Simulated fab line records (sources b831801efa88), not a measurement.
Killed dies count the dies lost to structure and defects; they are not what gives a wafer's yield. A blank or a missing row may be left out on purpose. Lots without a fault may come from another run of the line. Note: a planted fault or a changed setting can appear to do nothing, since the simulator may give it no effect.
The tool behind it: which one?    flow gf180mcu    39 wafers from 13 lots sampled at 5 of the route's 602 steps

== WHAT EACH GAUGE READ, for each wafer ==
GF_STI_THK_MEAS_02.
lot   measured     on             STI_OXIDATION_THK (nm)
L616  day 1 12:05  film-metro-02  9.91 9.72 9.98
L617  day 1 17:26  film-metro-02  10.19 10.09 10.08
L618  day 1 22:43  film-metro-04  10.41 10.48 10.61
L619  day 2 02:44  film-metro-03  10.10 10.04 10.28
L620  day 2 07:31  film-metro-04  9.80 9.64 9.83
L622  day 2 18:52  film-metro-03  10.09 10.05 9.98
L623  day 3 01:36  film-metro-02  10.37 10.29 10.44
L627  day 3 20:36  film-metro-04  10.51 10.40 10.35
L629  day 4 04:31  film-metro-02  9.96 9.94 9.96
L631  day 4 14:31  film-metro-03  10.19 10.24 10.11
L632  day 4 19:31  film-metro-02  9.81 10.00 9.88
L636  day 5 15:31  film-metro-02  9.89 10.04 10.00
L639  day 6 06:32  film-metro-03  9.97 10.05 9.98

GF_DNWELL_TW_MEAS_09.
lot   measured     on             DNWELL_TW
L616  day 2 18:51  film-metro-04  1353 1346 1349
L617  day 2 23:28  film-metro-04  1334 1336 1332
L618  day 3 08:35  film-metro-03  1359 1367 1377
L619  day 3 16:26  film-metro-04  1351 1344 1355
L620  day 3 22:12  film-metro-03  1356 1351 1351
L622  day 4 11:15  film-metro-03  1370 1370 1381
L623  day 4 11:08  film-metro-03  1369 1371 1379
L627  day 5 09:27  film-metro-04  1503 1496 1504
L629  day 5 16:13  film-metro-01  1531 1511 1517
L631  day 6 04:33  film-metro-04  1346 1357 1343
L632  day 6 09:37  film-metro-04  1349 1352 1350
L636  day 7 05:28  film-metro-03  1373 1363 1366
L639  day 7 22:03  film-metro-03  1355 1353 1358

GF_DUAL_GATE_OVL_MEAS_11.
lot   measured      on          DUAL_GATE_OVL (nm)
L616  day 8 10:50   overlay-01  1.0 0.7 -0.5
L617  day 8 16:44   overlay-01  -1.3 -1.3 -2.9
L618  day 9 05:05   overlay-01  -0.2 0.8 0.8
L619  day 9 17:32   overlay-02  -2.0 -1.6 -2.3
L620  day 9 23:50   overlay-02  -1.6 -2.3 -1.9
L622  day 10 16:56  overlay-02  1.3 0.7 -0.1
L623  day 10 15:17  overlay-01  0.9 -0.3 0.7
L627  day 11 21:11  overlay-01  -1.0 -0.4 -0.1
L629  day 12 06:23  overlay-02  -0.4 0.5 -0.1
L631  day 13 01:43  overlay-02  -1.2 -0.7 -1.0
L632  day 13 05:08  overlay-02  0.2 -0.4 0.4
L636  day 14 07:38  overlay-01  1.7 -0.1 -0.8
L639  day 15 04:16  overlay-02  -0.9 1.3 0.0

== WHICH TOOL RAN EACH LOT (tool, then ch and the chambers of the sampled wafers, then the start) ==
lot   GF_STI_ETCH_13                     GF_DNWELL_IMPLANT_07
L616  rie-diel-03 ch 0,1,3, day 2 01:33  implanter-04 ch 0, day 2 18:36
L617  rie-diel-01 ch 0,2,3, day 2 06:25  implanter-01 ch 0, day 2 23:13
L618  rie-diel-01 ch 0,1,2, day 2 13:39  implanter-02 ch 0, day 3 08:22
L619  rie-diel-01 ch 0,1,3, day 2 16:54  implanter-01 ch 0, day 3 16:13
L620  rie-diel-02 ch 1,2,3, day 2 21:13  implanter-02 ch 0, day 3 21:57
L622  rie-diel-03 ch 2,3, day 3 09:42    implanter-01 ch 0, day 4 11:00
L623  rie-diel-01 ch 2,3, day 3 15:13    implanter-02 ch 0, day 4 10:55
L627  rie-diel-02 ch 0,2, day 4 13:24    implanter-01 ch 0, day 5 09:14
L629  rie-diel-02 ch 1,2, day 4 21:22    implanter-01 ch 0, day 5 15:59
L631  rie-diel-03 ch 1,3, day 5 08:18    implanter-04 ch 0, day 6 04:18
L632  rie-diel-03 ch 1,2,3, day 5 13:15  implanter-04 ch 0, day 6 09:22
L636  rie-diel-01 ch 0,2, day 6 08:03    implanter-04 ch 0, day 7 05:14
L639  rie-diel-02 ch 0,2,3, day 7 00:36  implanter-04 ch 0, day 7 21:50
- GF_STI_ETCH_13: etches the open film in CHF3/O2, stops on Si, target depth 282.31 nm, time 112.9 s.
- GF_DNWELL_IMPLANT_07

== AS READ BY THE TOOLS THEMSELVES (means over the sampled wafers that have a number; for cases with no such wafer, the mark the record gives instead) ==
GF_STI_ETCH_13.
lot   tool         drypump-motor-current-A (A)  oes-product-au (a.u.)  rf-fwd-power-W (W)  throttle-valve-pct (%)
L616  rie-diel-03  5.6                          0.835                  596.3               8.797
L617  rie-diel-01  5.6                          0.831                  596.6               8.806
L618  rie-diel-01  5.2                          0.834                  596.2               8.808
L619  rie-diel-01  5.3                          0.839                  597.5               8.814
L620  rie-diel-02  5.7                          0.834                  597.1               8.823
L622  rie-diel-03  5.5                          0.835                  594.9               8.805
L623  rie-diel-01  6.0                          0.837                  598.8               8.815
L627  rie-diel-02  5.2                          0.831                  597.7               8.811
L629  rie-diel-02  5.8                          0.827                  597.0               8.811
L631  rie-diel-03  5.5                          0.842                  596.7               8.813
L632  rie-diel-03  5.6                          0.842                  598.5               8.818
L636  rie-diel-01  5.6                          0.828                  598.5               8.806
L639  rie-diel-02  5.5                          0.831                  597.6               8.817

GF_DNWELL_IMPLANT_07.
lot   tool          beam-on-s (s)  end-station-pressure-torr (Torr)  faraday-current-uA
L616  implanter-04  9.95           5.13e-06                          56.6
L617  implanter-01  9.86           4.98e-06                          57.2
L618  implanter-02  10.09          4.77e-06                          56.0
L619  implanter-01  9.92           5.17e-06                          56.8
L620  implanter-02  10.20          4.98e-06                          55.2
L622  implanter-01  10.35          5.03e-06                          54.5
L623  implanter-02  9.92           5.03e-06                          56.9
L627  implanter-01  14.46          5.18e-06                          39.0
L629  implanter-01  14.45          4.88e-06                          39.0
L631  implanter-04  10.05          5.14e-06                          56.1
L632  implanter-04  9.70           5.15e-06                          58.0
L636  implanter-04  10.04          4.89e-06                          56.1
L639  implanter-04  10.08          4.90e-06                          56.1

== THE ANSWER, worked out from the rows above alone ==
Rule: what is usual is taken from the lots themselves. Put in order of their means at a reading, lots are off if they are a third of the lots or fewer, leave a main group of 4 or more, and stand apart from it by a gap of 3 or more times the standard deviation of the main group's means; of several such gaps the widest counts. If all means in a main group match to the digits the tables above print for the reading, that group is not used. Also off: a lot with no number at a reading for which 4 or more lots have one. All remaining lots with rows at the step are treated as sound. Order of review: gauges by route order, followed by the tools' own readings, for which a lot's mean as printed above is used. At the first step where some lot is off, the reading lying furthest off is the one used; lots without a number count as furthest.
Off: L627, L629, at GF_DNWELL_TW_MEAS_09 (DNWELL_TW). The main group: mean 1357, standard deviation 12.
If a tool, at a process step before that reading, ran all the lots that are off and no sound lot after the first of them, it fits. Not tried: the gauges at GF_DNWELL_TW_MEAS_09; whatever is off there is also off at GF_DNWELL_IMPLANT_07, on other tools, and gauge error can't account for it. One fits: GF_DNWELL_IMPLANT_07 on implanter-01. A fault onset in the window from L622 (day 4 11:00, its last sound lot) to L627 (day 5 09:14, its first lot off) fits.
The tool's own readings at GF_DNWELL_IMPLANT_07 bear it out: on the lots that are off they differ by more than 5 times the standard deviation of the sound lots' means. beam-on-s reads 14.46 s there against 10.01 s on the sound lots; faraday-current-uA reads 39.0 there against 56.3 on the sound lots.

== WHAT THE SIMULATOR PUT IN ==
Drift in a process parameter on implanter-01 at GF_DNWELL_IMPLANT_07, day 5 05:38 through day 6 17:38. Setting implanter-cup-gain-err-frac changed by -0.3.
Struck lots among those shown: L627, L629. The rule above reached the same finding.
